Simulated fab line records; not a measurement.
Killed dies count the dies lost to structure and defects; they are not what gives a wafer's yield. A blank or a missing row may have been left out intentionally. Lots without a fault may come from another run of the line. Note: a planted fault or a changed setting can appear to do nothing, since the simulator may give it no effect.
A struck lot beside a sound one || flow sky130 || 18 out of 708 route steps
Sound: the wafers L729.1, L729.2, L729.5. Struck: wafer L739.2 (left out: L739.3, L739.5 of the same lot, which were not struck); the cause appears at the end.
Per side, at each step with rows, come the tool, then ch with its chambers, and then its first start. Under that, the readings that differ: sound wafers || struck wafers || difference of the means || sigmas: that difference in standard deviations of wafers without a fault.
alike: words and numbers the same on both sides, and readings whose means are apart by under 2 such deviations; not compared: readings that were withheld, readings missing a value for some wafer, numbers with overlapping values and no deviation given by the record, and bounds like >300 which may hide the same value.
Wherever a step has rows on one side only, a row that says differs or no value, or a row with sigmas, the two part there. Numbers that don't overlap but have no deviation are shown without sigmas and don't part them. A reading that every wafer of one side lacks parts them only if that side has two wafers or more.

first, 3 steps without rows for these wafers: SKY_VIA1_EXPOSE_09 (exposes mask VIM, target cd 150 nm); SKY_VIA1_PEB_10; SKY_VIA1_DEVELOP_11 (develop time 60 s).
SKY_VIA1_CD_MEAS_12: target cd 150 nm.
  sound on cd sem-01, day 36 20:43; struck on cd sem-01, day 39 18:39
  alike: cd nm
SKY_VIA1_OVL_MEAS_13:
  sound on overlay-02, day 36 20:50; struck on overlay-01, day 39 18:46
  alike: VIA1_OVL
SKY_VIA1_ETCH_14: etches BARC in N2/H2, stops on SiO2, time 45.9 s, target depth 60 nm.
  sound on rie diel-01 ch 0,2,3, day 36 20:53; struck on rie diel-01 ch 2, day 39 18:47
  alike: drypump motor current A, h2 flow sccm, oes product au, throttle valve pct
  not compared: rf hours counter h
SKY_VIA1_ETCH_15: etches SiO2 in C4F8/O2/Ar, stops on TiN, target depth 351 nm, time 54 s.
  sound on rie diel-01 ch 0,2,3, day 36 20:55; struck on rie diel-01 ch 2, day 39 18:50
  alike: oes product au
  not compared: rf hours counter h
SKY_VIA1_STRIP_16: strips in O2/N2.
  sound on plasma asher-03 ch 0,1, day 36 20:58; struck on plasma asher-04 ch 1, day 39 18:53
  alike: drypump motor current A, oes product au, strip time to endpoint s
  not compared: rf hours counter h
then, 3 steps without rows for these wafers: SKY_VIA1_STRIP_17 (strips in post etch residue remover, time 1200 s); SKY_VIA1_CLEAN_18 (cleans in IPA, time 180 s); SKY_VIA1_CLEAN_19 (cleans in O3/DIW).
SKY_VIA1_SPUTTER_20: material TiN, target thk 20 nm, time 80 s.
  sound on pvd sputter-02, day 36 21:34; struck on pvd sputter-03, day 39 19:29
{"reading": "throttle valve pct (%)", "sound": "29.8 31.1 30.1", "struck": 27.8, "difference": -2.5, "sigmas": -3}
SKY_VIA1_CVD_21: deposits W, target thk 270 nm, time 80.902 s.
  sound on cvd w-01 ch 0,1, day 36 21:37; struck on cvd w-02 ch 0, day 39 19:32
{"reading": "model.W_of_VIA1_CVD_21.thk nm (nm)", "sound": "270.7 270.1 272.7", "struck": 411, "difference": "+140", "sigmas": ""}
  alike: heater power w
SKY_VIA1_RS_MEAS_22: the measuring method here is four-point-probe.
  sound on film metro-01, day 36 21:43; struck on film metro-01, day 39 19:40
{"reading": "VIA1_W_RS (ohm/sq)", "sound": "0.426 0.427 0.422", "struck": 0.279, "difference": -0.146, "sigmas": -22}
SKY_VIA1_THK_MEAS_23: measures by xrf.
  sound on film metro-01, day 36 21:50; struck on film metro-01, day 39 19:46
{"reading": "VIA1_W_THK (nm)", "sound": "267 265 268", "struck": 400, "difference": "+133", "sigmas": "+28"}
SKY_VIA1_CMP_24: polishes, stops on SiO2, t overpolish 15 s, target thk 0 nm.
  sound on cmp-02 ch 0,1, day 36 21:53; struck on cmp-02 ch 2, day 39 19:49
{"reading": "time to endpoint s (s)", "sound": "60 60 64", "struck": 99, "difference": "+38", "sigmas": "+12"}
  alike: motor current A
SKY_METAL2_SPUTTER_00: material Ti, target thk 15 nm, time 10 s.
  sound on pvd sputter-04, day 36 22:11; struck on pvd sputter-01, day 39 20:07
  alike: throttle valve pct
following that, these wafers have no rows for 1 step: SKY_PAD_OPEN_PROBE_99.

== WHERE THEY PART ==
First at SKY_VIA1_SPUTTER_20; last, within this record, at SKY_VIA1_CMP_24. Later steps at which nothing parts them and some readings are alike: SKY_METAL2_SPUTTER_00.

WHY: what the simulator had put in
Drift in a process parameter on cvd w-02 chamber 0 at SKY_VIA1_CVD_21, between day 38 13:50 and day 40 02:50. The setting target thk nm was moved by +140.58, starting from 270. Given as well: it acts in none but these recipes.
